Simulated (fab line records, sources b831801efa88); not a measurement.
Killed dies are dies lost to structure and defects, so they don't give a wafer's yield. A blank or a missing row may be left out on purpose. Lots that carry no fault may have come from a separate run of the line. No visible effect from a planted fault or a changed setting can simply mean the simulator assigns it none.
The tool behind it: which one?	flow sky130	42 wafers from 14 lots sampled at 3 of the route's 708 steps

## WHAT EACH GAUGE READ, for each wafer
SKY_VT_ADJUST_LVTN_OVL_MEAS_18.
lot	measured	on	VT_ADJUST_LVTN_01_OVL (nm)
L272	day 7 19:19	overlay-01	0.0 -0.2 1.1
L274	day 8 09:07	overlay-02	-1.3 0.5 -0.7
L275	day 8 14:55	overlay-01	-0.7 0.4 0.0
L276	day 8 19:34	overlay-02	-0.5 -1.6 -0.7
L277	day 9 03:25	overlay-01	-0.2 -1.4 -1.3
L278	day 9 13:31	overlay-01	1.7 1.9 0.4
L286	day 11 16:10	overlay-02	-0.8 -1.3 0.7
L288	day 12 07:49	overlay-01	1.9 0.8 1.3
L289	day 12 15:28	overlay-02	-2.4 -1.9 -2.5
L290	day 12 23:19	overlay-01	3.0 1.3 1.6
L292	day 13 14:13	overlay-01	-0.1 1.4 1.5
L293	day 13 19:40	overlay-02	1.5 0.3 0.1
L294	day 14 03:07	overlay-02	1.1 1.5 2.5
L295	day 14 08:52	overlay-02	1.2 0.2 1.0

SKY_VT_ADJUST_NCORE_TW_MEAS_11.
lot	measured	on	VT_ADJUST_NCORE_TW
L272	day 8 16:49	film-metro-02	216.6 217.2 217.4
L274	day 9 06:41	film-metro-02	218.2 218.2 218.6
L275	day 9 13:05	film-metro-02	218.3 216.7 219.1
L276	day 9 17:59	film-metro-03	218.2 219.7 218.5
L277	day 10 01:28	film-metro-02	216.7 217.1 216.5
L278	day 10 12:13	film-metro-03	219.0 220.5 220.5
L286	day 12 17:04	film-metro-03	219.6 219.2 220.2
L288	day 13 09:40	film-metro-02	216.6 218.5 217.8
L289	day 13 16:47	film-metro-04	221.0 219.6 220.7
L290	day 14 01:34	film-metro-04	219.3 219.6 219.6
L292	day 14 17:10	film-metro-04	219.3 218.0 219.0
L293	day 14 22:58	film-metro-03	219.4 219.7 218.2
L294	day 15 06:28	film-metro-03	217.5 218.4 217.2
L295	day 15 11:46	film-metro-02	217.0 218.3 217.8

SKY_SONOS_TUNNEL_OVL_MEAS_08.
lot	measured	on	SONOS_TUNNEL_OVL (nm)
L272	day 11 12:56	overlay-01	1.5 0.9 1.2
L274	day 12 02:17	overlay-02	1.7 1.6 2.2
L275	day 12 10:03	overlay-02	-0.6 1.2 -1.1
L276	day 12 15:17	overlay-01	-0.9 -0.8 -2.2
L277	day 13 00:20	overlay-02	-0.4 -0.3 -0.6
L278	day 13 12:42	overlay-02	1.1 1.2 1.0
L286	day 16 01:07	overlay-01	2.3 1.0 1.2
L288	day 16 20:23	overlay-01	-0.7 0.9 0.1
L289	day 17 04:35	overlay-02	0.6 -0.6 -1.1
L290	day 17 14:22	overlay-02	2.5 1.9 4.1
L292	day 18 07:17	overlay-02	2.5 0.4 2.5
L293	day 18 13:41	overlay-02	-0.5 -1.7 -0.3
L294	day 18 21:55	overlay-01	1.9 0.8 1.6
L295	day 19 03:56	overlay-02	-0.6 -0.1 -1.0

## WHICH TOOL RAN EACH LOT (tool, then ch and the chambers of the sampled wafers, then the start)
There is no process step in the record ahead of these readings.

## WHAT THE TOOLS THEMSELVES READ (means of the sampled wafers that have a number; where no wafer has one, the mark that the record gives instead)
The record holds no such reading with a usual standard deviation.

## THE ANSWER, worked out from the rows above alone
Rule: the lots themselves supply what counts as usual. The widest of any qualifying gaps counts: lots, ordered by their means at a reading, are off when they make up no more than a third of the lots, leave a main group of 4 or more, and stand apart from it by 3 or more times the standard deviation of that group's means. If all means in a main group match to the digits the tables above print for the reading, that group is not used. Also off: a lot with no number at a reading for which 4 or more lots have one. All remaining lots with rows at the step are treated as sound. After the gauges, taken in route order, come the tools' own readings; for these a lot's mean is taken, as printed above. At the first step where some lot is off, the reading lying furthest off is the one used; lots without a number count as furthest.
No lot is off at any reading shown: from this, nothing can be told.

## WHAT THE SIMULATOR HAD INSERTED
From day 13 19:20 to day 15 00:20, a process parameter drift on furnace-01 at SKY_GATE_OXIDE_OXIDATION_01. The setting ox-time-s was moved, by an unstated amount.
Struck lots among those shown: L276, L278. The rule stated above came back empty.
